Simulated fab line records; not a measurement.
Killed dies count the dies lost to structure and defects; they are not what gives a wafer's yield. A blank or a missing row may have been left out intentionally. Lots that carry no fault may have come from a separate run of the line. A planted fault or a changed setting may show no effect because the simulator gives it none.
The tool behind it: which one? ; flow gf180mcu ; 42 wafers from 14 lots sampled at 4 of the route's 602 steps

== WHAT THE GAUGES READ, wafer by wafer ==
GF_V3_CD_MEAS_14: target cd 260 nm. Usual: cd-nm at 260.3 nm, with a standard deviation of 1.4.
lot;measured;on;cd-nm (nm);flag
L713;day 22 02:41;cd-sem-01;259.9 260.6 259.3;
L714;day 22 15:10;cd-sem-01;261.3 261.1 260.5;
L715;day 22 17:21;cd-sem-01;257.9 259.5 259.1;
L719;day 24 20:16;cd-sem-02;260.1 258.4 259.2;
L720;day 24 18:38;cd-sem-01;259.8 260.4 260.9;
L723;day 25 18:59;cd-sem-01;260.6 259.8 260.2;
L724;day 26 09:31;cd-sem-01;262.4 262.2 261.1;
L726;day 27 08:40;cd-sem-02;261.3 260.7 261.2;
L730;day 28 10:19;cd-sem-01;260.6 260.3 261.3;
L731;day 28 13:12;cd-sem-02;259.1 259.3 259.0;
L733;day 29 04:20;cd-sem-02;262.4 262.1 262.3;
L732;day 29 03:22;cd-sem-01;259.9 260.9 259.8;
L734;day 29 11:32;cd-sem-02;257.2 258.1 258.2;
L736;day 30 00:50;cd-sem-01;257.8 258.7 258.1;

== EACH LOT AND THE TOOL THAT RAN IT (in order: tool; ch and the chambers of the sampled wafers; start) ==
lot;GF_STI_DEVELOP_11;GF_M2_SPUTTER_02;GF_M2_STRIP_17
L713;litho-track-02 ch 0, day 2 01:45;pvd-sputter-04, day 17 21:32;plasma-asher-02 ch 0,1, day 18 22:01
L714;litho-track-03 ch 0, day 2 07:11;pvd-sputter-02, day 18 10:16;plasma-asher-02 ch 0,1, day 19 11:02
L715;litho-track-02 ch 0, day 2 11:20;pvd-sputter-01, day 18 12:07;plasma-asher-03 ch 0,1, day 19 12:38
L719;litho-track-04 ch 0, day 3 08:12;pvd-sputter-01, day 20 21:00;plasma-asher-03 ch 0,1, day 21 20:34
L720;litho-track-02 ch 0, day 3 12:44;pvd-sputter-01, day 20 18:20;plasma-asher-03 ch 0,1, day 21 18:20
L723;litho-track-02 ch 0, day 4 05:17;pvd-sputter-01, day 21 21:35;plasma-asher-04 ch 0,1, day 22 21:40
L724;litho-track-02 ch 0, day 4 09:54;pvd-sputter-02, day 22 10:13;plasma-asher-02 ch 0,1, day 23 09:23
L726;litho-track-04 ch 0, day 4 19:58;pvd-sputter-01, day 23 09:58;plasma-asher-04 ch 0, day 24 08:40
L730;litho-track-03 ch 0, day 5 18:01;pvd-sputter-04, day 24 17:47;plasma-asher-03 ch 0,1, day 25 15:38
L731;litho-track-04 ch 0, day 5 23:12;pvd-sputter-02, day 24 23:13;plasma-asher-02 ch 0,1, day 25 19:01
L733;litho-track-04 ch 0, day 6 08:09;pvd-sputter-02, day 25 13:17;plasma-asher-04 ch 0,1, day 26 10:56
L732;litho-track-03 ch 0, day 6 08:32;pvd-sputter-01, day 25 13:12;plasma-asher-03 ch 0,1, day 26 10:35
L734;litho-track-03 ch 0, day 6 18:22;pvd-sputter-01, day 25 22:41;plasma-asher-03 ch 0,1, day 26 19:56
L736;litho-track-03 ch 0, day 7 00:13;pvd-sputter-01, day 26 12:33;plasma-asher-03 ch 0,1, day 27 09:26
- GF_STI_DEVELOP_11: develop time 60 s.
- GF_M2_SPUTTER_02: material AlCu, target thk 450 nm, time 23.9 s.
- GF_M2_STRIP_17: strips in O2/N2.

== AS READ BY THE TOOLS THEMSELVES (means over the sampled wafers that have a number; for cases with no such wafer, the mark the record gives instead) ==
GF_STI_DEVELOP_11. Usual: developer-temp-C at 21.00 C, with a standard deviation of 0.12.
lot;tool;developer-temp-C (C);flag
L713;litho-track-02;21.17;
L714;litho-track-03;21.01;
L715;litho-track-02;21.02;
L719;litho-track-04;20.96;
L720;litho-track-02;21.08;
L723;litho-track-02;21.70;OFF
L724;litho-track-02;21.88;OFF
L726;litho-track-04;20.82;
L730;litho-track-03;21.13;
L731;litho-track-04;21.04;
L733;litho-track-04;20.88;
L732;litho-track-03;21.07;
L734;litho-track-03;21.03;
L736;litho-track-03;20.97;

GF_M2_SPUTTER_02. Usual: throttle-valve-pct at 30.1 %, with a standard deviation of 1.1.
lot;tool;throttle-valve-pct (%);flag
L713;pvd-sputter-04;28.5;
L714;pvd-sputter-02;30.4;
L715;pvd-sputter-01;30.2;
L719;pvd-sputter-01;29.4;
L720;pvd-sputter-01;30.7;
L723;pvd-sputter-01;30.1;
L724;pvd-sputter-02;29.9;
L726;pvd-sputter-01;30.4;
L730;pvd-sputter-04;29.8;
L731;pvd-sputter-02;30.6;
L733;pvd-sputter-02;30.5;
L732;pvd-sputter-01;30.7;
L734;pvd-sputter-01;30.0;
L736;pvd-sputter-01;31.0;

GF_M2_STRIP_17. Usual: drypump-motor-current-A 5.6 A, standard deviation 0.3; heater-power-w 342 W, standard deviation 20; oes-product-au 0.559 a.u., standard deviation 0.0048; strip-time-to-endpoint-s 7.89 s, standard deviation 0.036.
lot;tool;drypump-motor-current-A (A);heater-power-w (W);oes-product-au (a.u.);strip-time-to-endpoint-s (s);flag
L713;plasma-asher-02;5.7;350;0.562;7.94;
L714;plasma-asher-02;5.4;347;0.559;7.88;
L715;plasma-asher-03;5.6;338;0.558;7.91;
L719;plasma-asher-03;5.6;344;0.558;7.88;
L720;plasma-asher-03;5.8;358;0.565;7.95;
L723;plasma-asher-04;5.4;319;0.556;7.83;
L724;plasma-asher-02;5.4;345;0.561;7.91;
L726;plasma-asher-04;5.4;316;0.556;7.90;
L730;plasma-asher-03;5.8;359;0.554;7.88;
L731;plasma-asher-02;5.4;346;0.561;7.90;
L733;plasma-asher-04;5.4;333;0.560;7.90;
L732;plasma-asher-03;5.6;343;0.557;7.88;
L734;plasma-asher-03;5.8;358;0.555;7.86;
L736;plasma-asher-03;5.8;361;0.559;7.90;

== THE ANSWER, worked out from the rows above alone ==
Rule: take the mean of a lot's wafers that have a number; if it is more than 3 standard deviations from the usual mean, the lot is off. Also off: a lot with no number at a reading for which 4 or more lots have one. Any other lot the step has rows for is counted as sound. First the gauges in route order, then the tools' own readings, where a lot's mean is used as printed above. The first step at which some lot is off is used, and at that step the reading that is off furthest; a lot without a number counts as furthest.
Off: L723, L724 (GF_STI_DEVELOP_11, developer-temp-C).
If a tool, at that step or one of the process steps before it, ran each lot that is off and ran no sound lot following the first of them, it fits. One candidate fits, namely litho-track-02 at GF_STI_DEVELOP_11. Its last sound lot is L720 (day 3 12:44), its first lot that is off L723 (day 4 05:17): a fault that began between those two fits.
The tool's own readings at GF_STI_DEVELOP_11 bear it out: on the lots that are off they differ by more than 5 times the standard deviation of the sound lots' means. developer-temp-C reads 21.79 C there against 21.02 C on the sound lots.

== WHAT THE SIMULATOR PUT IN ==
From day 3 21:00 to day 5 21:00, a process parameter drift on litho-track-02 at GF_STI_DEVELOP_11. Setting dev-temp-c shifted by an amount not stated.
Shown lots that were struck: L723, L724. This agrees with what the rule above found.
